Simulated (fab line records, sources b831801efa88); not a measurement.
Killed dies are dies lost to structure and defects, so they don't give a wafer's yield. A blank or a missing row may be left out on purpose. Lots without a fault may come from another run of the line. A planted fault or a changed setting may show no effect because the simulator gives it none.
A struck lot beside a sound one | flow gf180mcu | 34 steps out of a route of 602
Sound: wafers L573.4, L573.5, L573.6. Struck: wafers L568.1, L568.4, L568.5. The cause comes at the end.
At each step with rows: each side's tool, then ch and its chambers, then its first start. Under that, the readings that differ: sound wafers | struck wafers | difference of the means | sigmas: that difference in standard deviations of wafers without a fault.
alike: readings whose means differ by less than 2 such deviations, and words and numbers that are the same on both sides. not compared: withheld readings, readings that some wafer has no value for, bounds like >300 that may hide the same value, and numbers for which the record gives no deviation and whose values overlap.
The two part at a step that has a row with sigmas, a row that says differs or no value, or rows on one side only. Numbers that don't overlap but have no deviation are shown without sigmas and don't part them. A reading that every wafer of one side lacks parts them only if that side has two wafers or more.

first, 1 step without rows for these wafers: GF_HV_LDD_IMPLANT_21.
GF_HV_LDD_STRIP_22: strips in O2/N2.
  sound on plasma_asher-03 ch 0,1, day 15 04:15; struck on plasma_asher-03 ch 0,1, day 13 18:10
  alike: chamber_pressure_mTorr, drypump_motor_current_A, heater_power_w, oes_product_au, strip_time_to_endpoint_s
  not compared: rf_hours_counter_h
GF_HV_LDD_TW_MEAS_23:
  sound on film_metro-04, day 15 04:20; struck on film_metro-04, day 13 18:16
  alike: HV_LDD_2_TW
then, 7 steps without rows for these wafers: GF_HV_LDD_DEHYDRATE_24 (time 60 s); GF_HV_LDD_HMDS_25 (prime time 60 s); GF_HV_LDD_COAT_26 (resist thk 1000 nm); GF_HV_LDD_SOFTBAKE_27 (time 60 s); GF_HV_LDD_EXPOSE_28 (exposes mask Nplus HV AREA, target cd 400 nm); GF_HV_LDD_PEB_29; GF_HV_LDD_DEVELOP_30 (develop time 62.6 s).
GF_HV_LDD_CD_MEAS_31: target cd 400 nm.
  sound on cd_sem-02, day 16 02:16; struck on cd_sem-02, day 14 15:04
  alike: cd_nm
GF_HV_LDD_OVL_MEAS_32:
  sound on overlay-02, day 16 02:20; struck on overlay-01, day 14 15:11
  alike: HV_LDD_02_OVL
GF_HV_LDD_IMPLANT_33:
  sound on implanter-03 ch 0, day 16 02:26; struck on implanter-04, day 14 15:13
  no value came back on the struck wafers for beam_energy_keV, beam_on_s (s), dose_ions_cm2; on the sound wafers beam_energy_keV reads 60.018 59.984 60.031
then, 3 steps without rows for these wafers: GF_HV_LDD_IMPLANT_34; GF_HV_LDD_IMPLANT_35; GF_HV_LDD_IMPLANT_36.
GF_HV_LDD_STRIP_37: strips in O2/N2.
  sound on plasma_asher-01 ch 0,1, day 16 02:59; struck on plasma_asher-02 ch 0,1, day 14 15:49
  alike: chamber_pressure_mTorr, drypump_motor_current_A, heater_power_w, oes_product_au, strip_time_to_endpoint_s
  not compared: rf_hours_counter_h
GF_HV_LDD_TW_MEAS_38:
  sound on film_metro-03, day 16 03:05; struck on film_metro-01, day 14 16:12
  reading     | sound          | struck         | difference | sigmas
  HV_LDD_3_TW | 1431 1440 1438 | 1309 1302 1307 | -130       | -13
  not compared: hold
then, 6 steps without rows for these wafers: GF_HV_LDD_HMDS_40 (prime time 60 s); GF_HV_LDD_COAT_41 (resist thk 1000 nm); GF_HV_LDD_SOFTBAKE_42 (time 60 s); GF_HV_LDD_EXPOSE_43 (exposes mask Pplus HV AREA, target cd 400 nm); GF_HV_LDD_PEB_44; GF_HV_LDD_DEVELOP_45 (develop time 60 s).
GF_HV_LDD_CD_MEAS_46: target cd 400 nm.
  sound on cd_sem-01, day 17 01:46; struck on cd_sem-02, day 15 12:19
  alike: cd_nm
GF_HV_LDD_OVL_MEAS_47:
  sound on overlay-01, day 17 01:50; struck on overlay-01, day 15 12:26
  alike: HV_LDD_03_OVL
then, 1 step without rows for these wafers: GF_HV_LDD_IMPLANT_48.
GF_HV_LDD_STRIP_49: strips in O2/N2.
  sound on plasma_asher-03 ch 0,1, day 17 02:02; struck on plasma_asher-02 ch 0,1, day 15 12:37
  alike: chamber_pressure_mTorr, drypump_motor_current_A, heater_power_w, oes_product_au, strip_time_to_endpoint_s
  not compared: rf_hours_counter_h
GF_HV_LDD_TW_MEAS_50:
  sound on film_metro-04, day 17 02:08; struck on film_metro-03, day 15 12:43
  alike: HV_LDD_4_TW
then, 1 step without rows for these wafers: GF_HV_LDD_CLEAN_51 (cleans in SC1/SC2, time 150 s).
GF_HV_LDD_RTA_52: time 10 s.
  sound on rtp_anneal-01 ch 0, day 17 02:17; struck on rtp_anneal-01 ch 0, day 15 12:49
  alike: lamp_power_pct, wafer_temp_C_max
GF_HV_LDD_RS_MEAS_53: measures by four-point-probe.
  sound on film_metro-01, day 17 02:25; struck on film_metro-01, day 15 13:12
  reading            | sound             | struck            | difference | sigmas
  HV_LDD_RS (ohm/sq) | 418.3 417.6 418.3 | 438.5 438.6 438.5 | +20.5      | +21
  not compared: hold
GF_HV_LDD_CVD_54: deposits SiO2 from TEOS, target thk 10 nm, time 75 s.
  sound on lpcvd-02 ch 1, day 17 02:29; struck on lpcvd-01 ch 1, day 15 21:58
  reading | sound | struck                                                                     | difference                   | sigmas
  hold    | - - - | await_dispo/7.8h/release await_dispo/7.8h/release await_dispo/7.8h/release | no value on the sound wafers |
  alike: spike_tc_upper_C, zone_power_top_pct
  not compared: model.SiO2_of_HV_LDD_CVD_54.thk_nm
GF_HV_LDD_THK_MEAS_55:
  sound on film_metro-04, day 17 03:32; struck on film_metro-03, day 15 22:59
  alike: HV_LDD_CVD_54_THK

WHERE THEY PART
First at GF_HV_LDD_IMPLANT_33; last, within this record, at GF_HV_LDD_CVD_54. Later steps at which nothing parts them and some readings are alike: GF_HV_LDD_THK_MEAS_55.

WHY: what the simulator had put in
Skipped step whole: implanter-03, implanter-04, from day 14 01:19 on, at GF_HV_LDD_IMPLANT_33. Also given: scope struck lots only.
